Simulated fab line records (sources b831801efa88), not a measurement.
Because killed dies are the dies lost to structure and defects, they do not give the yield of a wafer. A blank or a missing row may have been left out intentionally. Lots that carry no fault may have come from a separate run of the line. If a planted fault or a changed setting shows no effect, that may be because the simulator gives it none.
The tool behind it: which one? | flow gf180mcu | 12 lots, 36 wafers sampled, at 6 steps of a route of 602

## WHAT THE GAUGES SHOWED, per wafer
GF_V4_CD_MEAS_14 targets a cd of 260 nm.
lot  | measured     | on        | cd-nm (nm)
L075 | day 24 20:34 | cd-sem-02 | 262.5 261.3 262.3
L077 | day 25 08:44 | cd-sem-02 | 259.0 259.0 258.7
L079 | day 26 02:59 | cd-sem-01 | 258.7 258.3 258.3
L081 | day 26 21:49 | cd-sem-02 | 258.9 258.3 258.4
L083 | day 27 10:44 | cd-sem-02 | 261.5 260.7 260.4
L085 | day 28 05:15 | cd-sem-02 | 259.8 261.0 259.2
L087 | day 28 18:23 | cd-sem-01 | 260.0 260.8 260.3
L089 | day 29 08:22 | cd-sem-01 | 259.7 257.6 258.3
L091 | day 29 20:57 | cd-sem-02 | 260.7 261.7 262.0
L093 | day 30 07:22 | cd-sem-02 | 260.9 260.1 260.4
L095 | day 30 23:58 | cd-sem-01 | 261.9 261.7 261.8
L097 | day 31 16:39 | cd-sem-02 | 260.3 259.8 260.5

## WHICH TOOL RAN EACH LOT (tool, then ch and the chambers of the sampled wafers, then the start)
lot  | GF_M2_STRIP_17                       | GF_V2_STRIP_18                       | GF_V2_CMP_26                  | GF_M3_SPUTTER_00             | GF_V3_CVD_02
L075 | plasma-asher-03 ch 0,1, day 19 17:55 | plasma-asher-01 ch 0,1, day 20 19:11 | cmp-01 ch 0,1,3, day 20 20:07 | pvd-sputter-01, day 20 20:25 | pecvd-02 ch 1,2, day 21 21:11
L077 | plasma-asher-01 ch 0,1, day 20 06:50 | plasma-asher-03 ch 0,1, day 21 08:47 | cmp-02 ch 0,2, day 21 09:46   | pvd-sputter-03, day 21 10:04 | pecvd-03 ch 1,2, day 22 10:35
L079 | plasma-asher-03 ch 0,1, day 21 01:01 | plasma-asher-01 ch 0,1, day 22 02:37 | cmp-01 ch 0,1,3, day 22 03:41 | pvd-sputter-01, day 22 03:50 | pecvd-02 ch 0,2, day 23 04:14
L081 | plasma-asher-02 ch 0,1, day 21 23:35 | plasma-asher-04 ch 0,1, day 23 00:34 | cmp-01 ch 0,2,3, day 23 01:37 | pvd-sputter-01, day 23 01:49 | pecvd-01 ch 0,1,2, day 24 01:23
L083 | plasma-asher-01 ch 0,1, day 22 13:14 | plasma-asher-04 ch 0,1, day 23 13:23 | cmp-02 ch 2,3, day 23 14:19   | pvd-sputter-03, day 23 14:37 | pecvd-02 ch 0,1, day 24 14:24
L085 | plasma-asher-01 ch 0,1, day 23 12:28 | plasma-asher-03 ch 0,1, day 24 11:58 | cmp-02 ch 0,1,2, day 24 13:23 | pvd-sputter-03, day 24 13:35 | pecvd-03 ch 1,2, day 25 12:26
L087 | plasma-asher-01 ch 0,1, day 24 02:08 | plasma-asher-04 ch 0,1, day 25 02:23 | cmp-01 ch 2,3, day 25 03:28   | pvd-sputter-03, day 25 03:46 | pecvd-01 ch 0,1, day 26 02:17
L089 | plasma-asher-03 ch 0,1, day 24 19:43 | plasma-asher-01 ch 0,1, day 25 18:35 | cmp-02 ch 1,2,3, day 25 19:31 | pvd-sputter-01, day 25 19:49 | pecvd-02 ch 0,1, day 26 17:45
L091 | plasma-asher-01 ch 0,1, day 25 08:47 | plasma-asher-03 ch 0,1, day 26 07:32 | cmp-02 ch 0,1,3, day 26 08:29 | pvd-sputter-03, day 26 08:47 | pecvd-02 ch 0,1, day 27 07:19
L093 | plasma-asher-02 ch 0,1, day 25 22:38 | plasma-asher-01 ch 0,1, day 26 21:08 | cmp-02 ch 1,2,3, day 26 22:14 | pvd-sputter-04, day 26 22:29 | pecvd-01 ch 0,1,2, day 27 19:50
L095 | plasma-asher-03 ch 0,1, day 26 17:02 | plasma-asher-03 ch 0,1, day 27 14:11 | cmp-01 ch 1,3, day 27 15:07   | pvd-sputter-04, day 27 15:25 | pecvd-02 ch 0,1, day 28 11:55
L097 | plasma-asher-03 ch 0,1, day 27 12:17 | plasma-asher-04 ch 0,1, day 28 09:37 | cmp-02 ch 0,2,3, day 28 10:33 | pvd-sputter-01, day 28 10:51 | pecvd-02 ch 1,2, day 29 06:52
- GF_M2_STRIP_17: strips in O2/N2.
- GF_V2_STRIP_18: strips in O2/N2.
- GF_V2_CMP_26: polishes, stops on SiO2, t overpolish 15 s, target thk 0 nm.
- GF_M3_SPUTTER_00: material Ti, target thk 37.5 nm, time 150 s.
- GF_V3_CVD_02: deposits SiO2 from TEOS, target thk 850 nm, time 94.851 s.

## THE ANSWER, worked out from the rows above alone
Rule: what is usual is taken from the lots themselves. Put in order of their means at a reading, lots are off if they are a third of the lots or fewer, leave a main group of 4 or more, and stand apart from it by a gap of 3 or more times the standard deviation of the main group's means; of several such gaps the widest counts. The tables above print the reading to a certain number of digits; a main group whose means all agree to those digits is not used. Also off: a lot with no number at a reading for which 4 or more lots have one. The other lots that the step has rows for count as sound.
Nothing can be told from this: no lot is off at any reading shown.

## WHAT THE SIMULATOR PUT IN
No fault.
